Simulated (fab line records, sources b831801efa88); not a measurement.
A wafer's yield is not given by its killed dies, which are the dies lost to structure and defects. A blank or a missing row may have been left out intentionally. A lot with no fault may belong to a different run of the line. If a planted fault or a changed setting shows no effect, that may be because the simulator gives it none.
Which tool did it? -- flow gf180mcu -- 13 lots with 39 wafers sampled at 2 steps, on a route of 602 steps

== WHAT EACH GAUGE READ, for each wafer ==
GF_M2_RS_MEAS_05: uses a four-point probe to measure. Usual: M2_ALCU_RS 0.0694 ohm/sq, standard deviation 0.00076.
lot,measured,on,M2_ALCU_RS (ohm/sq),flag
L559,day 18 00:34,film_metro-04,0.0698 0.0685 0.0699,
L561,day 18 18:50,film_metro-04,0.0700 0.0715 0.0693,
L562,day 19 04:21,film_metro-01,0.0704 0.0696 0.0714,
L563,day 19 16:31,film_metro-01,0.0689 0.0706 0.0693,
L567,day 20 16:35,film_metro-01,0.0690 0.0690 0.0697,
L568,day 21 06:19,film_metro-01,0.0703 0.0708 0.0703,
L574,day 24 01:47,film_metro-01,0.0687 0.0681 0.0681,
L575,day 24 13:13,film_metro-01,0.0700 0.0692 0.0704,
L577,day 25 07:01,film_metro-03,0.0684 0.0691 0.0694,
L579,day 26 03:43,film_metro-03,0.0697 0.0700 0.0693,
L581,day 26 12:13,film_metro-01,0.0693 0.0692 0.0694,
L582,day 26 14:26,film_metro-01,0.0709 0.0702 0.0703,
L580,day 26 14:38,film_metro-04,0.0691 0.0696 0.0687,

== EACH LOT AND THE TOOL THAT RAN IT (in order: tool; ch and the chambers of the sampled wafers; start) ==
lot,GF_M2_SPUTTER_01
L559,"pvd_sputter-01, day 18 00:26"
L561,"pvd_sputter-03, day 18 18:43"
L562,"pvd_sputter-01, day 19 04:11"
L563,"pvd_sputter-01, day 19 16:24"
L567,"pvd_sputter-04, day 20 16:28"
L568,"pvd_sputter-04, day 21 06:10"
L574,"pvd_sputter-01, day 24 01:38"
L575,"pvd_sputter-04, day 24 13:04"
L577,"pvd_sputter-03, day 25 06:51"
L579,"pvd_sputter-03, day 26 03:34"
L581,"pvd_sputter-04, day 26 12:05"
L582,"pvd_sputter-04, day 26 14:18"
L580,"pvd_sputter-01, day 26 14:29"
- GF_M2_SPUTTER_01: material TiN, target thk 30 nm, time 25 s.

== AS READ BY THE TOOLS THEMSELVES (means over the sampled wafers that have a number; for cases with no such wafer, the mark the record gives instead) ==
GF_M2_SPUTTER_01. Usual: cathode_dc_power_W 6500.1 W, standard deviation 1.1; throttle_valve_pct 29.9 %, standard deviation 1.2.
lot,tool,cathode_dc_power_W (W),throttle_valve_pct (%),flag
L559,pvd_sputter-01,6499.7,29.0,
L561,pvd_sputter-03,6500.7,29.5,
L562,pvd_sputter-01,6500.7,28.9,
L563,pvd_sputter-01,6499.4,29.2,
L567,pvd_sputter-04,6500.8,29.8,
L568,pvd_sputter-04,6500.1,31.2,
L574,pvd_sputter-01,6499.5,30.6,
L575,pvd_sputter-04,6499.2,30.7,
L577,pvd_sputter-03,6500.2,29.6,
L579,pvd_sputter-03,6500.0,29.5,
L581,pvd_sputter-04,6499.9,29.2,
L582,pvd_sputter-04,6500.0,31.1,
L580,pvd_sputter-01,6499.7,28.5,

== THE ANSWER, worked out from the rows above alone ==
Rule: a lot is off if the mean of its wafers that have a number lies more than 3 standard deviations from the usual mean. A lot without any number at a reading at which 4 lots or more have one is off too. Where the step has rows for the other lots, those lots are counted as sound. First the gauges in route order, then the tools' own readings, where a lot's mean is used as printed above. The first step at which some lot is off is used, and at that step the reading that is off furthest; a lot without a number counts as furthest.
None of the lots is off at any reading shown; this tells nothing.

== WHAT THE SIMULATOR HAD INSERTED ==
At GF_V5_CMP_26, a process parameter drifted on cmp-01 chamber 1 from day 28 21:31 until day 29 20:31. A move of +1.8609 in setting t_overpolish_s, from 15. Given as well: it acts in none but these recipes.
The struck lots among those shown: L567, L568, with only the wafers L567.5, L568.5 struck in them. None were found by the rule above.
